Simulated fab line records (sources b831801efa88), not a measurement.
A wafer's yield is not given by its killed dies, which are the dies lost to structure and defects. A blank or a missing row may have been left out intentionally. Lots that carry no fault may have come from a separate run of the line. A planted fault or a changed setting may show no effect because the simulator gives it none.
The tool behind it: which one?    flow sky130    33 wafers from 11 lots sampled at 5 of the route's 708 steps

## WHAT THE GAUGES SHOWED, per wafer
SKY_FIELD_ISO_THK_MEAS_25.
lot   measured     on             FIELD_ISO_CVD_24_THK (nm)
L586  day 2 13:02  film_metro-03  596 598 584
L588  day 2 21:21  film_metro-01  599 597 604
L592  day 3 17:57  film_metro-02  598 593 598
L595  day 4 13:55  film_metro-03  596 607 599
L599  day 5 07:28  film_metro-02  598 599 610
L600  day 5 14:02  film_metro-02  603 602 599
L601  day 5 18:56  film_metro-02  592 595 588
L603  day 6 05:00  film_metro-01  592 590 595
L604  day 6 09:49  film_metro-01  596 606 601
L607  day 7 01:35  film_metro-03  594 595 597
L608  day 7 07:39  film_metro-03  599 596 602

SKY_POLY_GATE_THK_MEAS_21.
lot   measured      on             POLY_GATE_OXIDATION_THK (nm)
L586  day 16 05:16  film_metro-04  4.08 4.04 4.11
L588  day 17 09:21  film_metro-02  4.01 3.99 4.16
L592  day 18 20:48  film_metro-04  4.17 4.21 4.18
L595  day 20 16:22  film_metro-01  4.00 4.09 4.06
L599  day 21 13:28  film_metro-04  2.39 2.46 2.33 2.35 2.41 2.34
L600  day 21 18:40  film_metro-04  2.39 2.30 2.30 2.33 2.31 2.29
L601  day 21 23:59  film_metro-02  2.41 2.34 2.37 2.39 2.33 2.35
L603  day 22 17:04  film_metro-02  3.94 3.90 3.96
L604  day 23 08:01  film_metro-04  4.01 4.07 4.02
L607  day 24 03:15  film_metro-04  3.98 4.05 4.01
L608  day 24 13:34  film_metro-01  3.96 3.98 4.06

SKY_LOCAL_INTERCONNECT_THK_MEAS_02: measures by xrf.
lot   measured      on             LOCAL_INTERCONNECT_TIN_THK (nm)
L586  day 28 20:10  film_metro-02  97.5 96.9 97.4
L588  day 29 22:14  film_metro-03  96.9 96.1 96.4
L592  day 31 10:01  film_metro-03  98.1 98.7 99.2
L595  day 32 21:08  film_metro-04  98.1 97.6 97.5
L599  day 33 14:10  film_metro-02  98.7 97.2 97.9
L600  day 33 20:16  film_metro-04  98.9 97.7 98.2
L601  day 33 23:49  film_metro-02  98.3 96.3 96.6
L603  day 34 15:47  film_metro-02  98.9 98.9 98.9
L604  day 35 04:58  film_metro-03  97.6 97.7 99.0
L607  day 36 01:46  film_metro-04  98.6 97.6 98.2
L608  day 36 06:48  film_metro-02  98.1 97.0 97.8

## WHICH TOOL RAN EACH LOT (tool, then ch and the chambers of the sampled wafers, then the start)
lot   SKY_POLY_GATE_OXIDATION_20     SKY_LDD_HVP_STRIP_09
L586  furnace-01 ch 0, day 16 04:01  plasma_asher-03 ch 0,1, day 21 06:44
L588  furnace-01 ch 0, day 17 08:06  plasma_asher-01 ch 0,1, day 22 12:44
L592  furnace-01 ch 0, day 18 19:33  plasma_asher-04 ch 0,1, day 24 02:01
L595  furnace-01 ch 0, day 20 15:07  plasma_asher-03 ch 0,1, day 25 17:04
L599  furnace-01 ch 0, day 21 12:12  plasma_asher-04 ch 0,1, day 26 13:59
L600  furnace-01 ch 0, day 21 17:24  plasma_asher-04 ch 0,1, day 26 18:29
L601  furnace-01 ch 0, day 21 22:44  plasma_asher-01 ch 0,1, day 26 22:00
L603  furnace-02 ch 0, day 22 15:48  plasma_asher-01 ch 0,1, day 27 16:23
L604  furnace-02 ch 0, day 23 06:45  plasma_asher-01 ch 0,1, day 28 05:24
L607  furnace-02 ch 0, day 24 02:00  plasma_asher-04 ch 0,1, day 28 22:34
L608  furnace-01 ch 0, day 24 12:18  plasma_asher-04 ch 0,1, day 29 06:25
- SKY_POLY_GATE_OXIDATION_20: stabilise 600 s, purge 300 s, target thk 4 nm.
- SKY_LDD_HVP_STRIP_09: strips in O2/N2.

## WHAT THE TOOLS THEMSELVES READ (means of the sampled wafers that have a number; where no wafer has one, the mark that the record gives instead)
SKY_POLY_GATE_OXIDATION_20.
lot   tool        spike_tc_bottom_C (C)  spike_tc_centre_C (C)  spike_tc_lower_C (C)  spike_tc_top_C (C)  spike_tc_upper_C (C)  tube_center_temp_C (C)  tube_center_temp_C_max  zone_power_bottom_pct (%)  zone_power_lower_pct (%)  zone_power_top_pct (%)  zone_power_upper_pct (%)
L586  furnace-01  870.8                  850.6                  850.8                 866.1               850.2                 849.97                  851.9                   21.7                       16.21                     27.6                    15.85
L588  furnace-01  871.5                  850.7                  850.3                 865.3               849.8                 850.02                  852.5                   21.8                       16.49                     27.3                    15.86
L592  furnace-01  870.9                  850.5                  850.5                 865.0               850.5                 850.01                  852.5                   21.7                       16.49                     27.5                    15.71
L595  furnace-01  871.5                  850.9                  849.7                 864.6               849.7                 849.97                  852.0                   21.8                       16.39                     27.3                    15.87
L599  furnace-01  832.7                  812.5                  812.5                 827.1               811.2                 811.12                  813.4                   19.8                       14.65                     25.3                    14.31
L600  furnace-01  833.9                  812.6                  812.8                 826.6               811.3                 811.17                  813.4                   19.7                       14.80                     25.4                    14.30
L601  furnace-01  833.2                  811.5                  810.5                 827.3               811.4                 811.12                  813.5                   19.6                       14.73                     25.6                    14.36
L603  furnace-02  869.5                  850.5                  851.7                 866.1               849.8                 849.94                  852.4                   25.1                       16.18                     26.6                    15.89
L604  furnace-02  868.8                  850.2                  851.6                 866.5               848.9                 849.98                  852.5                   24.9                       16.08                     26.7                    16.02
L607  furnace-02  869.4                  850.2                  851.5                 867.7               849.7                 850.00                  852.1                   25.3                       16.06                     26.5                    15.91
L608  furnace-01  872.7                  850.5                  849.2                 864.6               849.4                 850.00                  852.4                   21.9                       16.46                     27.5                    15.90

SKY_LDD_HVP_STRIP_09.
lot   tool             chamber_pressure_mTorr (mTorr)  drypump_motor_current_A (A)  oes_product_au (a.u.)  strip_time_to_endpoint_s (s)
L586  plasma_asher-03  1500.1                          5.9                          0.410                  4.178
L588  plasma_asher-01  1500.4                          5.5                          0.408                  4.152
L592  plasma_asher-04  1500.7                          5.2                          0.408                  4.148
L595  plasma_asher-03  1499.6                          5.9                          0.408                  4.140
L599  plasma_asher-04  1500.1                          5.4                          0.415                  4.145
L600  plasma_asher-04  1500.1                          5.2                          0.407                  4.158
L601  plasma_asher-01  1499.9                          5.6                          0.406                  4.135
L603  plasma_asher-01  1501.8                          5.5                          0.409                  4.138
L604  plasma_asher-01  1501.5                          5.5                          0.411                  4.140
L607  plasma_asher-04  1499.3                          5.4                          0.408                  4.131
L608  plasma_asher-04  1500.5                          5.2                          0.408                  4.122

## THE ANSWER, worked out from the rows above alone
Rule: the lots themselves supply what counts as usual. The widest of any qualifying gaps counts: lots, ordered by their means at a reading, are off when they make up no more than a third of the lots, leave a main group of 4 or more, and stand apart from it by 3 or more times the standard deviation of that group's means. If all means in a main group match to the digits the tables above print for the reading, that group is not used. Also off: a lot with no number at a reading for which 4 or more lots have one. The other lots that the step has rows for count as sound. After the gauges, taken in route order, come the tools' own readings; for these a lot's mean is taken, as printed above. At the first step where some lot is off, the reading lying furthest off is the one used; lots without a number count as furthest.
Off: L599, L600, L601, seen at SKY_POLY_GATE_THK_MEAS_21 (POLY_GATE_OXIDATION_THK). Mean 4.04 nm and standard deviation 0.068 in the main group.
If a tool, at a process step before that reading, ran all the lots that are off and no sound lot after the first of them, it fits. The gauges at SKY_POLY_GATE_THK_MEAS_21 aren't tried: what is off there is off at SKY_POLY_GATE_OXIDATION_20 too, on other tools, and a gauge's error can't cause that. None of those tried fits.

## WHAT THE SIMULATOR HAD INSERTED
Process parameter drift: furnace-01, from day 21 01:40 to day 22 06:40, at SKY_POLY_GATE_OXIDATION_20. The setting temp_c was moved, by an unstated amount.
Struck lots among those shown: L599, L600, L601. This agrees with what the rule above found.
